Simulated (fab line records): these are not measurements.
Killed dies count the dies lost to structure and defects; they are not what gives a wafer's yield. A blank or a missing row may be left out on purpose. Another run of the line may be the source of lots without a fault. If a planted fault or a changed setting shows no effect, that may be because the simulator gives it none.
fab line records | flow gf180mcu
record: lots: 6 wafers: 18 last_day: 34
route steps=602 shown DNWELL@32 NWELL@42 LVPWELL@54 MVSD@66 MVPSD@89 VT_IMPLANT@100
lots that met no fault: from a run of the same line without faults
start_h: hours from the record's first day to the start of the lot's first wafer shown | wait_h: hours from the lot's prior step to this one | " the same as in the row above | L1.1+2: one row covering several wafers at once | - no value, or no start was given | * or withheld: withheld | < > ~ a bound
route shown NAME@n: NAME is a module with steps in the file, n the number in the route of the first one | usual: the fault-free wafers' mean and standard deviation | same: alike in all rows | chamber/n: place in a boat | sites: the reading at each site | _std_site: standard deviation of those values | _edge_site: the outer-site mean with the inner-site mean subtracted | radius_mm: how far each site lies from the wafer's centre | mask NAME#n: copy n | behind: the last tool/chamber to shape the wafer | hold: why the lot went on hold/how many hours it stayed there/how the hold came to an end | device: which transistor (n, p or np) failed to switch | end of line: tests of these same wafers at the route's end | where a step has no rows: the recipe by itself | killed: not the wafer's yield, but the dies lost to structure and defects at the first sort | map: a wafer's dies, marking killed ones x, the rest . and places with no die _
set.NAME: the setting the step ran with; set.NAME@STEP: the setting that earlier step ran with | model.NAME: the simulator's own value behind a step, which no gauge read
a table for each step, a row for each wafer; lots at some steps of the route
services: when a tool's chamber went out of use (start_h, in hours from the record's first day, below 0 if earlier), for how many hours, and the reason
== steps ==
step: GF_DNWELL_DEHYDRATE_00
recipe: temp_c: 200 time_s: 60
step: GF_DNWELL_HMDS_01
recipe: prime_time_s: 60 prime_temp_c: 120
step: GF_DNWELL_COAT_02
recipe: spin_rpm: 2000 resist_thk_nm: 3000
step: GF_DNWELL_SOFTBAKE_03
recipe: temp_c: 110 time_s: withheld
step: GF_DNWELL_EXPOSE_04
recipe: mask_id: DNWELL target_cd_nm: 1700 na: 0.6 source_shape: conventional sigma_outer: 0.6 dose_mj: 260
step: GF_DNWELL_PEB_05
recipe: temp_c: 115 time_s: withheld
step: GF_DNWELL_DEVELOP_06
recipe: wall_angle_deg: 90 develop_time_s: 60 dev_temp_c: 23
step: GF_DNWELL_IMPLANT_07
recipe: species: P energy_kev: 1500 dose_cm2: 1e+13 tilt_deg: 0
step: GF_DNWELL_STRIP_08
recipe: chemistry: O2/N2 power_w: 1400 pressure_mtorr: 1500 platen_temp_c: 250 o2_flow_sccm: 3000 n2_flow_sccm: 300 overash_fraction: 0.5
usual: drypump_motor_current_A: 5.8/0.6 heater_power_w: 321/24 oes_product_au: 0.722/0.0046 strip_time_to_endpoint_s: 36.97/0.098
columns lot.wafer tool chamber start_h wait_h drypump_motor_current_A heater_power_w oes_product_au rf_hours_counter_h strip_time_to_endpoint_s
L945.1 plasma_asher-02 1 73.26 0.1 5.6 320 0.726 45 36.84
L945.2 " 0 " " 5.7 306 0.720 45 36.88
L945.6 " 1 " " 5.6 323 0.723 - 36.81
L949.2 plasma_asher-01 1 100.46 0.1 6.4 280 0.716 30 36.90
L949.4 " 0 " " 5.4 286 0.721 - 36.91
L949.6 " 0 " " 5.4 281 0.724 - 36.96
L950.2 plasma_asher-03 1 103.32 0.1 5.2 325 0.725 45 37.00
L950.3 " 1 " " 5.2 327 0.718 - 36.98
L950.6 " 1 " " 5.2 326 0.721 - 36.94
L951.1 plasma_asher-03 0 106.42 0.1 6.7 357 0.717 45 37.10
L951.2 " 1 " " 5.2 319 0.726 45 37.13
L951.5 " 1 " " 5.2 320 0.717 - 37.14
L960.1 plasma_asher-03 1 156.05 0.1 5.2 319 0.723 50 36.88
L960.2 " 0 " " 6.7 347 0.720 50 36.99
L960.3 " 0 " " 6.7 355 0.714 - 37.09
L961.1 plasma_asher-02 1 158.31 0.1 5.6 311 0.726 4 36.90
L961.4 " 1 " " 5.6 312 0.714 - 36.91
L961.5 " 0 " " 5.7 317 0.723 - 36.87
step: GF_DNWELL_TW_MEAS_09
usual: DNWELL_TW: 1360/12
columns lot.wafer tool chamber start_h wait_h DNWELL_TW
L945.1 film_metro-03 - 73.36 0.1 1376
L945.2 " - " " 1378
L945.6 " - " " 1379
L949.2 film_metro-03 - 100.57 0.1 1368
L949.4 " - " " 1365
L949.6 " - " " 1366
L950.2 film_metro-04 - 103.43 0.1 1352
L950.3 " - " " 1349
L950.6 " - " " 1358
L951.1 film_metro-04 - 106.52 0.1 1353
L951.2 " - " " 1351
L951.5 " - " " 1350
L960.1 film_metro-03 - 156.15 0.1 1375
L960.2 " - " " 1369
L960.3 " - " " 1368
L961.1 film_metro-04 - 158.41 0.1 1364
L961.4 " - " " 1358
L961.5 " - " " 1360
step: GF_NWELL_DEHYDRATE_00
recipe: temp_c: 200 time_s: 60
step: GF_NWELL_HMDS_01
recipe: prime_time_s: 60 prime_temp_c: 120
step: GF_NWELL_COAT_02
recipe: spin_rpm: 2000 resist_thk_nm: 3000
usual: chill_plate_temp_C: 23.01/0.11 dispense_pressure_kPa: 46.8/2.5
columns lot.wafer tool chamber start_h wait_h chill_plate_temp_C dispense_pressure_kPa
L945.1 litho_track-04 0 79.17 0.1 22.90 45.8
L945.2 " 0 " " 23.03 45.8
L945.6 " 0 " " 23.01 45.8
L949.2 litho_track-02 0 107.79 0.1 22.86 45.3
L949.4 " 0 " " 22.93 45.4
L949.6 " 0 " " 23.02 45.3
L950.2 litho_track-04 - 111.39 0.1 - -
L950.3 " - " " - -
L950.6 " - " " - -
L951.1 litho_track-02 - 113.92 0.1 - -
L951.2 " - " " - -
L951.5 " - " " - -
L960.1 litho_track-02 0 163.66 0.1 23.21 45.3
L960.2 " 0 " " 23.10 45.4
L960.3 " 0 " " 23.10 45.3
L961.1 litho_track-04 0 165.67 0.1 22.88 45.8
L961.4 " 0 " " 22.82 45.8
L961.5 " 0 " " 22.98 45.8
step: GF_NWELL_SOFTBAKE_03
recipe: temp_c: 110 time_s: withheld
step: GF_NWELL_EXPOSE_04
recipe: mask_id: Nwell target_cd_nm: 860 na: 0.6 source_shape: conventional sigma_outer: 0.6 dose_mj: 260
step: GF_NWELL_PEB_05
recipe: temp_c: 115 time_s: withheld
step: GF_NWELL_DEVELOP_06
recipe: wall_angle_deg: 90 develop_time_s: 60 dev_temp_c: 23
step: GF_NWELL_OVL_MEAS_07
usual: NWELL_OVL: -0.7/1.3
columns lot.wafer tool chamber start_h wait_h NWELL_OVL[nm]
L945.1 overlay-01 - 85.87 - -0.9
L945.2 " - " " -0.1
L945.6 " - " " -1.6
L949.2 overlay-02 - 115.27 - -0.3
L949.4 " - " " 0.0
L949.6 " - " " -1.4
L950.2 overlay-02 - 118.47 - -
L950.3 " - " " -
L950.6 " - " " -
L951.1 overlay-02 - 121.27 - -
L951.2 " - " " -
L951.5 " - " " -
L960.1 overlay-02 - 171.37 - 1.4
L960.2 " - " " 1.0
L960.3 " - " " 1.4
L961.1 overlay-02 - 174.91 - -4.3
L961.4 " - " " -1.5
L961.5 " - " " -1.5
step: GF_NWELL_IMPLANT_08
recipe: species: P energy_kev: 450 dose_cm2: 1.5e+13 tilt_deg: 0
step: GF_NWELL_IMPLANT_09
recipe: species: P energy_kev: 160 dose_cm2: 4e+12 tilt_deg: 0
step: GF_NWELL_STRIP_10
recipe: chemistry: O2/N2 power_w: 1400 pressure_mtorr: 1500 platen_temp_c: 250 o2_flow_sccm: 3000 n2_flow_sccm: 300 overash_fraction: 0.5
usual: drypump_motor_current_A: 5.8/0.46 heater_power_w: 319/32 oes_product_au: 0.723/0.005 strip_time_to_endpoint_s: 36.97/0.092
columns lot.wafer tool chamber start_h wait_h drypump_motor_current_A heater_power_w oes_product_au rf_hours_counter_h strip_time_to_endpoint_s
L945.1 plasma_asher-01 0 86.20 0.1 5.4 286 0.726 28 36.77
L945.2 " 1 " " 6.4 278 0.725 28 36.78
L945.6 " 0 " " 5.4 281 0.725 - 36.93
L949.2 plasma_asher-04 1 115.60 0.1 6.3 348 0.721 45 37.00
L949.4 " 0 " " 5.3 355 0.730 - 37.08
L949.6 " 1 " " 6.3 344 0.722 - 37.05
L950.2 plasma_asher-04 1 118.80 0.1 6.4 340 - 45 -
L950.3 " 1 " " 6.4 346 - - -
L950.6 " 0 " " 5.3 368 - - -
L951.1 plasma_asher-04 1 121.61 0.1 6.4 336 - 45 -
L951.2 " 0 " " 5.3 359 - 45 -
L951.5 " 1 " " 6.3 349 - - -
L960.1 plasma_asher-04 1 171.70 0.1 6.3 339 0.726 50 37.02
L960.2 " 0 " " 5.3 365 0.718 50 36.96
L960.3 " 1 " " 6.3 337 0.720 - 37.01
L961.1 plasma_asher-02 1 175.25 0.1 5.6 310 0.716 6 36.97
L961.4 " 0 " " 5.7 312 0.719 - 37.04
L961.5 " 0 " " 5.7 319 0.723 - 36.99
step: GF_NWELL_TW_MEAS_11
usual: NWELL_TW: 1571/11
columns lot.wafer tool chamber start_h wait_h NWELL_TW
L945.1 film_metro-02 - 86.30 0.1 1573
L945.2 " - " " 1579
L945.6 " - " " 1571
L949.2 film_metro-04 - 115.71 0.1 1578
L949.4 " - " " 1584
L949.6 " - " " 1583
L950.2 film_metro-01 - 118.91 0.1 1572
L950.3 " - " " 1567
L950.6 " - " " 1572
L951.1 film_metro-04 - 121.71 0.1 1581
L951.2 " - " " 1580
L951.5 " - " " 1586
L960.1 film_metro-01 - 171.80 0.1 1558
L960.2 " - " " 1562
L960.3 " - " " 1567
L961.1 film_metro-01 - 175.35 0.1 1558
L961.4 " - " " 1559
L961.5 " - " " 1554
step: GF_LVPWELL_DEHYDRATE_00
recipe: temp_c: 200 time_s: 60
step: GF_LVPWELL_HMDS_01
recipe: prime_time_s: 60 prime_temp_c: 120
step: GF_LVPWELL_COAT_02
recipe: spin_rpm: 2000 resist_thk_nm: 3000
step: GF_LVPWELL_SOFTBAKE_03
recipe: temp_c: 110 time_s: withheld
step: GF_LVPWELL_EXPOSE_04
recipe: mask_id: LVPWELL target_cd_nm: 600 na: 0.6 source_shape: conventional sigma_outer: 0.6 dose_mj: 260
step: GF_LVPWELL_PEB_05
recipe: temp_c: 115 time_s: withheld
step: GF_LVPWELL_DEVELOP_06
recipe: wall_angle_deg: 90 develop_time_s: 60 dev_temp_c: 23
step: GF_LVPWELL_OVL_MEAS_07
usual: LVPWELL_OVL: 0.3/1.4
columns lot.wafer tool chamber start_h wait_h LVPWELL_OVL[nm]
L945.1 overlay-02 - 99.96 - 2.1
L945.2 " - " " 2.0
L945.6 " - " " 0.3
L949.2 overlay-01 - 130.46 - 0.2
L949.4 " - " " 1.9
L949.6 " - " " -0.4
L950.2 overlay-02 - 133.18 - -0.8
L950.3 " - " " -0.4
L950.6 " - " " -1.7
L951.1 overlay-01 - 136.86 - -0.7
L951.2 " - " " -0.8
L951.5 " - " " 1.5
L960.1 overlay-01 - 188.42 - 0.4
L960.2 " - " " 2.5
L960.3 " - " " -0.2
L961.1 overlay-02 - 192.21 - 1.9
L961.4 " - " " -0.2
L961.5 " - " " -0.2
step: GF_LVPWELL_IMPLANT_08
recipe: species: B energy_kev: 170 dose_cm2: 1.5e+13 tilt_deg: 0
step: GF_LVPWELL_IMPLANT_09
recipe: species: B energy_kev: 60 dose_cm2: 5e+12 tilt_deg: 0
step: GF_LVPWELL_STRIP_10
recipe: chemistry: O2/N2 power_w: 1400 pressure_mtorr: 1500 platen_temp_c: 250 o2_flow_sccm: 3000 n2_flow_sccm: 300 overash_fraction: 0.5
usual: drypump_motor_current_A: 5.8/0.59 heater_power_w: 338/19 oes_product_au: 0.722/0.0044 strip_time_to_endpoint_s: 36.98/0.1
columns lot.wafer tool chamber start_h wait_h drypump_motor_current_A heater_power_w oes_product_au rf_hours_counter_h strip_time_to_endpoint_s
L945.1 plasma_asher-03 0 100.29 0.1 6.7 350 0.719 44 36.97
L945.2 " 1 " " 5.2 328 0.730 44 36.81
L945.6 " 1 " " 5.2 322 0.720 - 36.81
L949.2 plasma_asher-03 1 130.79 0.1 5.2 320 0.722 48 36.91
L949.4 " 0 " " 6.7 361 0.721 - 37.04
L949.6 " 0 " " 6.7 363 0.722 - 36.95
L950.2 plasma_asher-04 1 133.51 0.1 6.4 347 0.718 47 36.75
L950.3 " 0 " " 5.3 362 0.719 - 36.76
L950.6 " 0 " " 5.3 355 0.724 - 36.78
L951.1 plasma_asher-02 0 137.20 0.1 5.7 313 0.721 2 36.83
L951.2 " 1 " " 5.6 311 0.724 2 36.96
L951.5 " 0 " " 5.7 325 0.718 - 36.95
L960.1 plasma_asher-03 1 188.75 0.1 5.2 321 0.725 53 36.92
L960.2 " 0 " " 6.6 356 0.717 53 36.94
L960.3 " 1 " " 5.2 326 0.722 - 36.94
L961.1 plasma_asher-03 0 192.55 0.1 6.6 348 0.717 54 37.02
L961.4 " 1 " " 5.2 323 0.723 - 37.05
L961.5 " 0 " " 6.6 360 0.722 - 37.12
step: GF_LVPWELL_TW_MEAS_11
usual: LVPWELL_TW: 558/3.2
columns lot.wafer tool chamber start_h wait_h LVPWELL_TW
L945.1 film_metro-01 - 100.39 0.1 561
L945.2 " - " " 559
L945.6 " - " " 555
L949.2 film_metro-04 - 130.90 0.1 561
L949.4 " - " " 558
L949.6 " - " " 560
L950.2 film_metro-04 - 133.62 0.1 1597
L950.3 " - " " 1601
L950.6 " - " " 1594
L951.1 film_metro-02 - 137.30 0.1 1580
L951.2 " - " " 1574
L951.5 " - " " 1574
L960.1 film_metro-01 - 188.85 0.1 554
L960.2 " - " " 553
L960.3 " - " " 559
L961.1 film_metro-04 - 192.65 0.1 564
L961.4 " - " " 562
L961.5 " - " " 562
step: GF_MVSD_DEHYDRATE_00
recipe: temp_c: 200 time_s: 60
step: GF_MVSD_HMDS_01
recipe: prime_time_s: 60 prime_temp_c: 120
step: GF_MVSD_COAT_02
recipe: spin_rpm: 2000 resist_thk_nm: 3000
step: GF_MVSD_SOFTBAKE_03
recipe: temp_c: 110 time_s: withheld
step: GF_MVSD_EXPOSE_04
recipe: mask_id: MVSD target_cd_nm: 1000 na: 0.6 source_shape: conventional sigma_outer: 0.6 dose_mj: 260
step: GF_MVSD_PEB_05
recipe: temp_c: 115 time_s: withheld
step: GF_MVSD_DEVELOP_06
recipe: wall_angle_deg: 90 develop_time_s: 60 dev_temp_c: 23
step: GF_MVSD_OVL_MEAS_07
usual: MVSD_OVL: 0.5/1.4
columns lot.wafer tool chamber start_h wait_h MVSD_OVL[nm]
L945.1 overlay-02 - 115.02 - 0.6
L945.2 " - " " 1.5
L945.6 " - " " -0.1
L949.2 overlay-02 - 146.47 - 1.5
L949.4 " - " " 0.7
L949.6 " - " " 2.0
L950.2 overlay-01 - 148.51 - 0.5
L950.3 " - " " -0.6
L950.6 " - " " 1.7
L951.1 overlay-02 - 153.07 - 1.5
L951.2 " - " " 2.5
L951.5 " - " " 2.0
L960.1 overlay-02 - 205.66 - 0.9
L960.2 " - " " 2.3
L960.3 " - " " 0.4
L961.1 overlay-01 - 209.17 - 1.4
L961.4 " - " " 1.6
L961.5 " - " " 2.1
step: GF_MVSD_TW_MEAS_11
usual: MVSD_TW: 1576/10
columns lot.wafer tool chamber start_h wait_h MVSD_TW
L945.1 film_metro-01 - 115.46 0.1 1580
L945.2 " - " " 1583
L945.6 " - " " 1579
L949.2 film_metro-01 - 146.91 0.1 1580
L949.4 " - " " 1570
L949.6 " - " " 1580
L950.2 film_metro-04 - 148.95 0.1 1979
L950.3 " - " " 1989
L950.6 " - " " 1985
L951.1 film_metro-01 - 153.50 0.1 1972
L951.2 " - " " 1970
L951.5 " - " " 1962
L960.1 film_metro-04 - 206.10 0.1 1585
L960.2 " - " " 1575
L960.3 " - " " 1580
L961.1 film_metro-04 - 209.60 0.1 1582
L961.4 " - " " 1586
L961.5 " - " " 1580
step: GF_MVPSD_TW_MEAS_11
usual: MVPSD_TW: 553/3.3
columns lot.wafer tool chamber start_h wait_h MVPSD_TW
L945.1 film_metro-04 - 130.57 0.1 555
L945.2 " - " " 553
L945.6 " - " " 552
L949.2 film_metro-01 - 162.86 0.1 553
L949.4 " - " " 556
L949.6 " - " " 553
L950.2 film_metro-04 - 164.85 0.1 1601
L950.3 " - " " 1600
L950.6 " - " " 1598
L951.1 film_metro-04 - 169.94 0.1 1595
L951.2 " - " " 1595
L951.5 " - " " 1591
L960.1 film_metro-04 - 224.20 0.1 556
L960.2 " - " " 557
L960.3 " - " " 553
L961.1 film_metro-02 - 227.90 0.1 555
L961.4 " - " " 556
L961.5 " - " " 552
step: GF_VT_IMPLANT_TW_MEAS_10
usual: VT_IMPLANT_TW: 566/3.2
columns lot.wafer tool chamber start_h wait_h VT_IMPLANT_TW
L945.1 film_metro-04 - 146.05 0.1 566
L945.2 " - " " 566
L945.6 " - " " 565
L949.2 film_metro-04 - 179.76 0.1 566
L949.4 " - " " 567
L949.6 " - " " 564
L950.2 film_metro-03 - 181.11 0.1 1602
L950.3 " - " " 1597
L950.6 " - " " 1612
L951.1 film_metro-03 - 186.65 0.1 1602
L951.2 " - " " 1603
L951.5 " - " " 1605
L960.1 film_metro-03 - 242.15 0.1 572
L960.2 " - " " 570
L960.3 " - " " 567
L961.1 film_metro-04 - 246.15 0.1 565
L961.4 " - " " 569
L961.5 " - " " 568
step: GF_VT_IMPLANT_TW_MEAS_21
usual: VT_IMPLANT_2_TW: 1220/8.7
columns lot.wafer tool chamber start_h wait_h VT_IMPLANT_2_TW
L945.1 film_metro-04 - 161.10 0.1 1217
L945.2 " - " " 1216
L945.6 " - " " 1225
L949.2 film_metro-04 - 196.76 0.1 1216
L949.4 " - " " 1211
L949.6 " - " " 1212
L950.2 film_metro-04 - 198.61 0.1 1774
L950.3 " - " " 1772
L950.6 " - " " 1779
L951.1 film_metro-04 - 203.55 0.1 1776
L951.2 " - " " 1774
L951.5 " - " " 1783
L960.1 film_metro-02 - 261.45 0.1 1208
L960.2 " - " " 1211
L960.3 " - " " 1211
L961.1 film_metro-02 - 264.90 0.1 1213
L961.4 " - " " 1218
L961.5 " - " " 1218
step: GF_VT_IMPLANT_TW_MEAS_32
usual: VT_IMPLANT_3_TW: 269.8/2.1
columns lot.wafer tool chamber start_h wait_h VT_IMPLANT_3_TW
L945.1 film_metro-04 - 177.80 0.1 269.8
L945.2 " - " " 270.2
L945.6 " - " " 268.9
L949.2 film_metro-03 - 214.11 0.1 270.3
L949.4 " - " " 270.4
L949.6 " - " " 270.0
L950.2 film_metro-02 - 216.01 0.1 1568.0
L950.3 " - " " 1568.8
L950.6 " - " " 1567.7
L951.1 film_metro-04 - 221.12 0.1 1577.8
L951.2 " - " " 1576.1
L951.5 " - " " 1577.4
L960.1 film_metro-03 - 280.80 0.1 272.4
L960.2 " - " " 272.0
L960.3 " - " " 273.3
L961.1 film_metro-03 - 284.05 0.1 272.9
L961.4 " - " " 272.6
L961.5 " - " " 271.4
== services ==
columns tool chamber start_h hours kind
plasma_asher-02 - 75.22 1.4 repair
plasma_asher-02 - 108.75 9.0 pm
plasma_asher-02 0 108.75 9.0 vent_cycle
plasma_asher-02 1 108.75 9.0 vent_cycle
plasma_asher-02 0 117.75 - clean
plasma_asher-02 1 117.75 - clean
plasma_asher-04 - 141.66 2.6 repair
plasma_asher-01 - 152.16 2.8 pm
plasma_asher-03 - 156.97 2.8 repair
plasma_asher-04 - 191.58 0.5 repair
== key ==
first_sign: step: GF_NWELL_COAT_02 reading: tool_record direction: missing
effect: step: GF_NWELL_OVL_MEAS_07 reading: NWELL_OVL direction: missing
effect: step: GF_LVPWELL_TW_MEAS_11 reading: LVPWELL_TW direction: up sigmas: 99+ usual: 558 struck: 1587
effect: step: GF_MVSD_TW_MEAS_11 reading: MVSD_TW direction: up sigmas: 39 usual: 1576 struck: 1976
effect: step: GF_MVPSD_TW_MEAS_11 reading: MVPSD_TW direction: up sigmas: 99+ usual: 553 struck: 1597
effect: step: GF_VT_IMPLANT_TW_MEAS_10 reading: VT_IMPLANT_TW direction: up sigmas: 99+ usual: 566 struck: 1603
effect: step: GF_VT_IMPLANT_TW_MEAS_21 reading: VT_IMPLANT_2_TW direction: up sigmas: 64 usual: 1220 struck: 1776
effect: step: GF_VT_IMPLANT_TW_MEAS_32 reading: VT_IMPLANT_3_TW direction: up sigmas: 99+ usual: 269.8 struck: 1572.6
met_at GF_NWELL_COAT_02
struck_wafers L950.2,L950.3,L950.6,L951.1,L951.2,L951.5
sort_left_out L950.2,L950.3,L950.6,L951.1,L951.2,L951.5
tester_left_out L950,L951
onset_between 107.79 111.39
fault: kind: skipped_step_whole tool: litho_track-02,litho_track-04 chamber: - onset_h: 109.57 steps: GF_NWELL_COAT_02 scope: struck_lots_only
tester_left_out: of these lots the tester's yield and bins aren't shown, on N5 and GAA mostly nor the transistor test; their killed dies are dies lost to structure and defects alone, not to doping, threshold or leakage, so they don't give the yield
sort_left_out: the simulated sort isn't trusted on such a fault, so these wafers' sort isn't shown, and their yield isn't known
